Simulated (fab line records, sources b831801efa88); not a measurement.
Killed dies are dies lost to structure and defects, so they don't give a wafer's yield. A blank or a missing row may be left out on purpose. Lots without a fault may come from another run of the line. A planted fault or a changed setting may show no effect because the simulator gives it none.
fab line records | flow sfq_line
record lots=6 wafers=18 last_day=84
route steps=325 shown M3@118 I3@133 M4@148 M8@325
lots that met no fault: from a run of the same line without faults
start_h: hours from the record's first day to the start of the lot's first wafer shown | wait_h: hours since the lot's step before | " the same as in the row above | L1.1+2: a row that stands for several wafers | - no value, or no start given | * or withheld: withheld | < > ~ a bound
route shown NAME@n: a module of which the file shows steps, and the number in the route of the first | usual: mean/standard deviation of fault-free wafers | same: alike in all rows | chamber/n: place in a boat | sites: the reading at each site | _std_site: their standard deviation | _edge_site: outer sites' mean less inner sites' | radius_mm: how far each site lies from the wafer's centre | mask NAME#n: copy n | behind: the tool/chamber that last shaped the wafer | hold: why the lot was held/for how many hours/how that ended | device: the transistor (n, p or np) that didn't switch | end of line: the same wafers' tests at the end of the route | a step without rows: its recipe alone | killed: dies lost to structure and defects at the first sort, not the wafer's yield | map: a wafer's dies, x killed, . not, _ none there
set.NAME: the setting as run; set.NAME@STEP: as run at that earlier step | model.NAME: the simulator's own value behind a step, which no gauge read
lots at some steps of the route; a table a step, a row a wafer
services: from which hour (start_h, from the record's first day; less than 0 if before it) a tool's chamber was out of use, for how many hours, and why
## steps
# step SFQ_TRILAYER_M3_DEP_PRE_CLEAN_074
# recipe gas=Ar time_s=22.5 bias_v=250
# step SFQ_TRILAYER_M3_DEP_SPUTTER_073
# recipe material=Nb base_pressure_pa=1.33e-06 chamber_pressure_pa=0.1333 substrate_temp_c=20 resputter_cathode_voltage_v=400 target_thk_nm=200 power_w=2000 time_s=133.3
# usual throttle_valve_pct=30.6/0.97
# same time_s=133.3
# columns lot.wafer tool chamber start_h wait_h throttle_valve_pct
L274.1 pvd_sputter-04 - 628.27 0.0 33.1
L274.2 " - " " 29.9
L274.3 " - " " 30.5
L285.1 pvd_sputter-04 - 734.52 0.0 33.1
L285.2 " - " " 30.4
L285.5 " - " " 30.3
L286.2 pvd_sputter-05 - 738.12 0.0 30.0
L286.4 " - " " 30.1
L286.6 " - " " 31.7
L288.1 pvd_sputter-05 - 756.12 0.0 29.8
L288.2 " - " " 31.7
L288.5 " - " " 30.0
L291.1 pvd_sputter-05 - 770.07 0.0 29.5
L291.3 " - " " 30.0
L291.6 " - " " 29.7
L292.1 pvd_sputter-05 - 777.27 0.0 30.0
L292.4 " - " " 30.0
L292.6 " - " " 31.1
# step SFQ_M3_RS_MEAS_919
# recipe thk_meas_gauge=four-point-probe reads=Nb_of_TRILAYER_M3_DEP_SPUTTER_073
# usual M3_NB_RS=0.894/0.0098
# columns lot.wafer tool chamber start_h wait_h M3_NB_RS[ohm/sq]
L274.1 film_metro-04 - 628.36 0.0 0.913
L274.2 " - " " 0.908
L274.3 " - " " 0.911
L285.1 film_metro-04 - 734.61 0.0 0.905
L285.2 " - " " 0.913
L285.5 " - " " 0.905
L286.2 film_metro-03 - 738.23 0.1 0.883
L286.4 " - " " 0.889
L286.6 " - " " 0.880
L288.1 film_metro-01 - 756.21 0.0 0.880
L288.2 " - " " 0.877
L288.5 " - " " 0.884
L291.1 film_metro-03 - 770.16 0.0 0.887
L291.3 " - " " 0.890
L291.6 " - " " 0.882
L292.1 film_metro-04 - 777.36 0.0 0.907
L292.4 " - " " 0.901
L292.6 " - " " 0.900
# step SFQ_TRILAYER_M3_LITHO_COAT_080
# recipe resist=BARC spin_rpm=3000 resist_thk_nm=62
# step SFQ_TRILAYER_M3_LITHO_COAT_075
# recipe resist=KrF spin_rpm=3000 resist_thk_nm=600
# step SFQ_TRILAYER_M3_LITHO_SOFTBAKE_079
# recipe temp_c=withheld time_s=withheld resist=KrF
# step SFQ_TRILAYER_M3_LITHO_EXPOSE_076
# recipe mask_id=M3 na=0.6 source_shape=conventional sigma_outer=0.65 target_cd_nm=500 dose_mj=14.4
# step SFQ_TRILAYER_M3_LITHO_PEB_078
# recipe peb_temp_c=114.6 peb_time_s=60 resist=KrF
# step SFQ_TRILAYER_M3_LITHO_DEVELOP_077
# recipe time_s=60 resist=KrF
# step SFQ_M3_OVL_MEAS_921
# usual M3_OVL=3/4.9
# columns lot.wafer tool chamber start_h wait_h M3_OVL[nm]
L274.1 overlay-01 - 674.60 0.1 9
L274.2 " - " " 2
L274.3 " - " " 6
L285.1 overlay-01 - 794.80 0.1 0
L285.2 " - " " -1
L285.5 " - " " -3
L286.2 overlay-01 - 798.41 0.1 3
L286.4 " - " " 4
L286.6 " - " " 3
L288.1 overlay-02 - 816.40 0.1 6
L288.2 " - " " 7
L288.5 " - " " -1
L291.1 overlay-02 - 827.20 0.1 6
L291.3 " - " " 2
L291.6 " - " " 9
L292.1 overlay-01 - 833.20 0.1 -1
L292.4 " - " " 4
L292.6 " - " " 4
# step SFQ_TRILAYER_M3_BARC_OPEN_METAL_ETCH_100
# recipe mask_material=PR chemistry=O2 target_depth_nm=125 target=BARC icp_w=600 bias_w=80 pressure_mtorr=10 time_s=41.7
# usual bias_w=80.02/0.23 chamber_pressure_mTorr=10.000/0.011 drypump_motor_current_A=5.6/0.43 oes_product_au=0.685/0.005
# same time_s=41.7
# columns lot.wafer tool chamber start_h wait_h bias_w chamber_pressure_mTorr drypump_motor_current_A oes_product_au rf_hours_counter_h
L274.1 rie_metal-04 0 674.64 0.0 80.17 10.006 6.1 0.683 113
L274.2 " 1 " " 80.47 9.997 5.7 0.683 78
L274.3 " 1 " " 80.59 10.008 5.7 0.682 -
L285.1 rie_metal-03 1 794.84 0.0 79.94 9.991 5.3 0.680 165
L285.2 " 0 " " 80.20 10.006 5.5 0.682 58
L285.5 " 1 " " 79.83 10.002 5.3 0.684 -
L286.2 rie_metal-04 1 798.44 0.0 80.23 9.994 5.6 0.687 103
L286.4 " 1 " " 80.19 9.989 5.6 0.682 -
L286.6 " 1 " " 79.91 10.006 5.6 0.692 -
L288.1 rie_metal-04 0 816.44 0.0 80.08 10.020 6.1 0.690 142
L288.2 " 1 " " 80.15 9.989 5.7 0.680 107
L288.5 " 0 " " 80.16 10.017 6.1 0.680 -
L291.1 rie_metal-04 0 827.24 0.0 79.87 9.997 6.1 0.682 144
L291.3 " 0 " " 79.65 10.007 6.1 0.694 -
L291.6 " 1 " " 80.26 10.015 5.7 0.686 -
L292.1 rie_metal-02 0 833.24 0.0 79.46 9.995 4.7 0.689 99
L292.4 " 1 " " 80.18 9.993 5.4 0.681 -
L292.6 " 0 " " 79.75 9.996 4.7 0.683 -
# step SFQ_TRILAYER_M3_ETCH_METAL_ETCH_078
# recipe target=Nb stop_on=SiO2 mask_material=PR chemistry=Cl2/Ar target_depth_nm=240 icp_w=600 bias_w=80 pressure_mtorr=10 time_s=120
# usual bias_w=80.04/0.21 chamber_pressure_mTorr=10.000/0.0087 drypump_motor_current_A=5.6/0.43 oes_product_au=0.892/0.0072 time_s=120/0
# columns lot.wafer tool chamber start_h wait_h bias_w chamber_pressure_mTorr drypump_motor_current_A oes_product_au rf_hours_counter_h time_s model.KrF_of_TRILAYER_M3_LITHO_COAT_075.thk_nm
L274.1 rie_metal-04 0 674.70 0.0 80.05 10.006 6.1 0.885 113 120 380.1
L274.2 " 1 " " 80.21 9.990 5.6 0.888 78 120 382.7
L274.3 " 1 " " 80.34 10.004 5.6 0.890 - 120 382.5
L285.1 rie_metal-03 1 794.90 0.0 - - - - - - 523.9
L285.2 " 0 " " - - - - - - 524.1
L285.5 " 1 " " - - - - - - 522.9
L286.2 rie_metal-04 1 798.50 0.0 - - - - - - 522.6
L286.4 " 1 " " - - - - - - 522.1
L286.6 " 1 " " - - - - - - 522.9
L288.1 rie_metal-04 0 816.50 0.0 80.04 9.993 6.1 0.901 142 120 381
L288.2 " 1 " " 80.08 9.999 5.7 0.897 107 120 380.6
L288.5 " 0 " " 79.95 9.996 6.1 0.904 - 120 382.6
L291.1 rie_metal-04 0 827.30 0.0 80.18 10.000 6.1 0.893 144 120 384.5
L291.3 " 0 " " 80.14 9.993 6.2 0.892 - 120 381.5
L291.6 " 1 " " 79.98 10.013 5.6 0.901 - 120 383.6
L292.1 rie_metal-02 0 833.30 0.0 80.34 10.000 4.7 0.889 99 120 381.9
L292.4 " 1 " " 79.98 9.990 5.4 0.887 - 120 381.3
L292.6 " 0 " " 80.05 10.011 4.7 0.886 - 120 382.2
# step SFQ_TRILAYER_M3_STRIP_STRIP_079
# recipe gas=O2 power_w=200 platen_temp_c=40 overash_fraction=0.65 chemistry=O2 pressure_mtorr=50
# step SFQ_TRILAYER_M3_STRIP_SOLV_CLEAN_080
# recipe chemistry=NMP temp_c=70 time_s=600
# step SFQ_TRILAYER_I3_DEP_PECVD_081
# recipe material=SiO2 temp_c=150 time_s=111.11 pressure_torr=2.4 rf_w=183.3 precursor=SiH4/N2O target_thk_nm=500
# usual heater_power_w=83/18 throttle_valve_pct=24.2/1.9
# same time_s=111.11
# columns lot.wafer tool chamber start_h wait_h heater_power_w throttle_valve_pct
L274.1 pecvd-04 2 675.60 0.0 80 22.1
L274.2 " 1 " " 106 24.7
L274.3 " 0 " " 69 22.9
L285.1 pecvd-04 2 795.80 0.0 81 22.1
L285.2 " 1 " " 100 25.1
L285.5 " 1 " " 109 25.0
L286.2 pecvd-01 1 799.57 0.0 86 23.1
L286.4 " 2 " " 88 22.7
L286.6 " 1 " " 85 23.1
L288.1 pecvd-01 2 817.40 0.0 89 22.8
L288.2 " 1 " " 76 23.1
L288.5 " 2 " " 75 23.0
L291.1 pecvd-04 2 828.20 0.0 78 22.3
L291.3 " 1 " " 107 24.8
L291.6 " 1 " " 108 25.4
L292.1 pecvd-04 0 834.20 0.0 75 23.4
L292.4 " 2 " " 81 22.3
L292.6 " 0 " " 77 23.5
# step SFQ_TRILAYER_I3_CMP_CMP_082
# recipe material=SiO2 down_force_psi=3 platen_rpm=60 pad_velocity_m_s=0.94248
# step SFQ_I3_BOW_MEAS_922
# recipe mode=bow
# usual I3_BOW=5/10
# columns lot.wafer tool chamber start_h wait_h I3_BOW[um]
L274.1 film_metro-02 - 686.68 1.5 9
L274.2 " - " " -6
L274.3 " - " " -1
L285.1 film_metro-01 - 820.47 1.0 -1
L285.2 " - " " -2
L285.5 " - " " 2
L286.2 film_metro-01 - 825.61 2.0 -3
L286.4 " - " " 8
L286.6 " - " " 14
L288.1 film_metro-02 - 844.47 1.5 2
L288.2 " - " " -2
L288.5 " - " " -20
L291.1 film_metro-02 - 854.37 2.5 18
L291.3 " - " " 10
L291.6 " - " " 6
L292.1 film_metro-01 - 859.47 1.5 -2
L292.4 " - " " 4
L292.6 " - " " 4
# step SFQ_TRILAYER_I3_METRO_MEASURE_083
# usual thk_nm=199.6/0.91
# columns lot.wafer tool chamber start_h wait_h thk_nm
L274.1 film_metro-02 - 686.80 0.1 200.3
L274.2 " - " " 199.6
L274.3 " - " " 200.0
L285.1 film_metro-01 - 820.59 0.1 199.1
L285.2 " - " " 200.1
L285.5 " - " " 198.1
L286.2 film_metro-01 - 825.91 0.3 198.6
L286.4 " - " " 198.3
L286.6 " - " " 197.6
L288.1 film_metro-02 - 844.59 0.1 200.4
L288.2 " - " " 199.4
L288.5 " - " " 200.1
L291.1 film_metro-02 - 854.49 0.1 199.3
L291.3 " - " " 198.6
L291.6 " - " " 199.8
L292.1 film_metro-01 - 859.59 0.1 199.7
L292.4 " - " " 200.2
L292.6 " - " " 198.5
# step SFQ_TRILAYER_I3_VIA_LITHO_COAT_090
# recipe resist=BARC spin_rpm=3000 resist_thk_nm=62
# step SFQ_TRILAYER_I3_VIA_LITHO_COAT_085
# recipe resist=KrF spin_rpm=3000 resist_thk_nm=650
# step SFQ_TRILAYER_I3_VIA_LITHO_SOFTBAKE_089
# recipe temp_c=withheld time_s=withheld resist=KrF
# step SFQ_TRILAYER_I3_VIA_LITHO_EXPOSE_086
# recipe mask_id=I3 na=0.6 source_shape=conventional sigma_outer=0.65 target_cd_nm=500 dose_mj=21.3
# step SFQ_TRILAYER_I3_VIA_LITHO_PEB_088
# recipe peb_temp_c=115 peb_time_s=60 resist=KrF
# step SFQ_TRILAYER_I3_VIA_LITHO_DEVELOP_087
# recipe time_s=60 resist=KrF
# step SFQ_I3_OVL_MEAS_923
# usual I3_OVL=-1/4.8
# columns lot.wafer tool chamber start_h wait_h I3_OVL[nm]
L274.1 overlay-02 - 734.60 0.1 4
L274.2 " - " " 3
L274.3 " - " " 1
L285.1 overlay-02 - 907.91 0.1 4
L285.2 " - " " -4
L285.5 " - " " -10
L286.2 overlay-01 - 916.42 0.1 1
L286.4 " - " " 3
L286.6 " - " " 3
L288.1 overlay-02 - 943.36 0.1 13
L288.2 " - " " 10
L288.5 " - " " 11
L291.1 overlay-01 - 960.16 0.1 -7
L291.3 " - " " -2
L291.6 " - " " -5
L292.1 overlay-02 - 966.16 0.1 -2
L292.4 " - " " 5
L292.6 " - " " 6
# step SFQ_TRILAYER_I3_VIA_BARC_OPEN_VIA_ETCH_121
# recipe mask_material=PR chemistry=O2 target_depth_nm=125 target=BARC source_w=500 bias_w=80 pressure_mtorr=30 time_s=41.7
# step SFQ_TRILAYER_I3_VIA_ETCH_VIA_ETCH_088
# recipe target=SiO2 stop_on=Nb mask_material=PR taper_deg=20 chemistry=CHF3 target_depth_nm=260 source_w=519.1 bias_w=80 pressure_mtorr=30 time_s=withheld
# step SFQ_TRILAYER_I3_VIA_STRIP_STRIP_089
# recipe gas=O2 power_w=200 platen_temp_c=40 overash_fraction=0.65 chemistry=O2 pressure_mtorr=50
# step SFQ_TRILAYER_I3_VIA_STRIP_SOLV_CLEAN_090
# recipe chemistry=NMP temp_c=70 time_s=600
# step SFQ_TRILAYER_M4_DEP_PRE_CLEAN_092
# recipe gas=Ar time_s=22.5 bias_v=250
# step SFQ_TRILAYER_M4_DEP_SPUTTER_091
# recipe material=Nb base_pressure_pa=1.33e-06 chamber_pressure_pa=0.1333 substrate_temp_c=20 resputter_cathode_voltage_v=400 target_thk_nm=200 power_w=2000 time_s=133.3
# step SFQ_M4_RS_MEAS_924
# recipe thk_meas_gauge=four-point-probe reads=Nb_of_TRILAYER_M4_DEP_SPUTTER_091
# usual M4_NB_RS=0.891/0.0074
# columns lot.wafer tool chamber start_h wait_h M4_NB_RS[ohm/sq]
L274.1 film_metro-03 - 735.68 0.0 0.895
L274.2 " - " " 0.898
L274.3 " - " " 0.889
L285.1 film_metro-04 - 909.00 0.0 0.875
L285.2 " - " " 0.872
L285.5 " - " " 0.878
L286.2 film_metro-02 - 917.52 0.1 0.892
L286.4 " - " " 0.895
L286.6 " - " " 0.893
L288.1 film_metro-04 - 944.45 0.0 0.882
L288.2 " - " " 0.878
L288.5 " - " " 0.880
L291.1 film_metro-04 - 961.25 0.0 0.892
L291.3 " - " " 0.894
L291.6 " - " " 0.900
L292.1 film_metro-04 - 967.25 0.0 0.892
L292.4 " - " " 0.897
L292.6 " - " " 0.896
# step SFQ_TRILAYER_M4_LITHO_COAT_098
# recipe resist=BARC spin_rpm=3000 resist_thk_nm=62
# step SFQ_TRILAYER_M4_LITHO_COAT_093
# recipe resist=KrF spin_rpm=3000 resist_thk_nm=600
# step SFQ_TRILAYER_M4_LITHO_SOFTBAKE_097
# recipe temp_c=withheld time_s=withheld resist=KrF
# step SFQ_TRILAYER_M4_LITHO_EXPOSE_094
# recipe mask_id=M4 na=0.6 source_shape=conventional sigma_outer=0.65 target_cd_nm=500 dose_mj=14.4
# step SFQ_TRILAYER_M4_LITHO_PEB_096
# recipe peb_temp_c=115 peb_time_s=60 resist=KrF
# step SFQ_TRILAYER_M4_LITHO_DEVELOP_095
# recipe time_s=60 resist=KrF
# step SFQ_M4_OVL_MEAS_926
# usual M4_OVL=-2/6.4
# columns lot.wafer tool chamber start_h wait_h M4_OVL[nm]
L274.1 overlay-01 - 796.00 0.1 -13
L274.2 " - " " -14
L274.3 " - " " -11
L285.1 overlay-01 - 1028.56 0.1 4
L285.2 " - " " 9
L285.5 " - " " 11
L286.2 overlay-01 - 1041.89 0.1 -7
L286.4 " - " " -9
L286.6 " - " " 1
L288.1 overlay-01 - 1070.13 0.1 2
L288.2 " - " " -5
L288.5 " - " " -1
L291.1 overlay-01 - 1095.67 0.1 2
L291.3 " - " " -4
L291.6 " - " " -3
L292.1 overlay-01 - 1104.82 0.1 8
L292.4 " - " " 9
L292.6 " - " " 5
# step SFQ_TRILAYER_M4_BARC_OPEN_METAL_ETCH_123
# recipe mask_material=PR chemistry=O2 target_depth_nm=125 target=BARC icp_w=600 bias_w=80 pressure_mtorr=10 time_s=41.7
# usual bias_w=80.03/0.24 chamber_pressure_mTorr=10.000/0.0087 drypump_motor_current_A=5.5/0.48 oes_product_au=0.685/0.005
# same time_s=41.7
# columns lot.wafer tool chamber start_h wait_h bias_w chamber_pressure_mTorr drypump_motor_current_A oes_product_au rf_hours_counter_h
L274.1 rie_metal-04 1 796.04 0.0 80.20 9.999 5.7 0.683 103
L274.2 " 0 " " 79.61 9.983 6.1 0.684 138
L274.3 " 1 " " 79.99 10.013 5.7 0.687 -
L285.1 rie_metal-01 1 1028.60 0.0 79.79 10.002 5.5 0.681 91
L285.2 " 0 " " 80.11 9.998 5.9 0.683 130
L285.5 " 1 " " 79.81 10.004 5.5 0.691 -
L286.2 rie_metal-02 0 1041.92 0.0 80.05 9.987 4.7 0.690 132
L286.4 " 1 " " 80.10 9.989 5.4 0.681 -
L286.6 " 0 " " 79.58 10.015 4.7 0.674 -
L288.1 rie_metal-02 0 1070.16 0.0 80.17 9.990 4.7 0.693 136
L288.2 " 1 " " 80.40 10.015 5.4 0.680 128
L288.5 " 1 " " 80.28 10.005 5.4 0.683 -
L291.1 rie_metal-02 1 1095.71 0.0 80.06 9.989 5.4 0.674 132
L291.3 " 0 " " 79.94 9.990 4.7 0.685 -
L291.6 " 0 " " 79.86 9.999 4.7 0.683 -
L292.1 rie_metal-01 0 1104.86 0.0 80.06 9.993 5.9 0.682 142
L292.4 " 1 " " 79.73 9.997 5.5 0.684 -
L292.6 " 0 " " 79.85 9.998 5.9 0.685 -
# step SFQ_M8_BOW_MEAS_951
# recipe mode=bow
# usual M8_BOW=9/12
# columns lot.wafer tool chamber start_h wait_h M8_BOW[um] model.etest.m3.comb_log10_ohm
L274.1 film_metro-02 - 1795.47 0.0 2 12
L274.2 " - " " -12 12
L274.3 " - " " -8 12
L285.1 film_metro-03 - 1874.79 0.0 15 0
L285.2 " - " " 14 0
L285.5 " - " " 18 0
L286.2 film_metro-01 - 1899.31 0.0 7 0
L286.4 " - " " 18 0
L286.6 " - " " 24 0
L288.1 film_metro-01 - 1911.87 0.0 6 12
L288.2 " - " " 3 12
L288.5 " - " " -12 12
L291.1 film_metro-03 - 2011.86 0.0 27 12
L291.3 " - " " 17 12
L291.6 " - " " 14 12
L292.1 film_metro-01 - 2015.56 0.0 -6 12
L292.4 " - " " 0 12
L292.6 " - " " 0 12
## services
# columns tool chamber start_h hours kind
film_metro-02 - 606.74 1.6 pm
film_metro-02 - 621.69 1.6 repair
film_metro-02 - 671.06 0.3 pm
film_metro-01 - 686.01 0.5 pm
rie_metal-02 - 713.91 0.3 repair
rie_metal-02 0 716.19 27.8 repair
film_metro-02 - 722.56 0.8 pm
pecvd-04 - 725.10 14.6 pm
film_metro-02 - 740.40 0.6 pm
pecvd-04 - 746.70 2.8 pm
film_metro-01 - 763.23 0.4 pm
pecvd-04 0 785.75 10.2 repair
pecvd-04 - 787.63 0.4 repair
rie_metal-02 - 883.65 1.2 repair
pecvd-04 - 916.40 28.1 pm
pecvd-04 1 969.84 3.9 repair
pvd_sputter-05 - 988.46 0.9 repair
pecvd-04 1 994.90 12.7 repair
rie_metal-02 1 1002.11 15.7 repair
rie_metal-02 0 1011.13 20.4 repair
rie_metal-04 - 1020.17 1.4 repair
pecvd-04 - 1041.89 1.2 repair
pvd_sputter-05 - 1066.59 1.7 repair
pvd_sputter-05 - 1082.60 0.6 repair
## key
first_sign step=SFQ_TRILAYER_M3_ETCH_METAL_ETCH_078 reading=tool_record direction=missing
effect none on later readings
model_effect step=SFQ_TRILAYER_M3_ETCH_METAL_ETCH_078 value=KrF_of_TRILAYER_M3_LITHO_COAT_075.thk_nm without=380.8 struck=523.1
model_effect step=SFQ_M8_BOW_MEAS_951 value=etest.m3.comb_log10_ohm without=12 struck=0
met_at SFQ_TRILAYER_M3_ETCH_METAL_ETCH_078
struck_wafers L285.1,L285.2,L285.5,L286.2,L286.4,L286.6
onset_between 674.70 794.90
fault kind=skipped_step_whole tool=rie_metal-03,rie_metal-04 chamber=- onset_h=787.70 steps=SFQ_TRILAYER_M3_ETCH_METAL_ETCH_078 scope=struck_lots_only
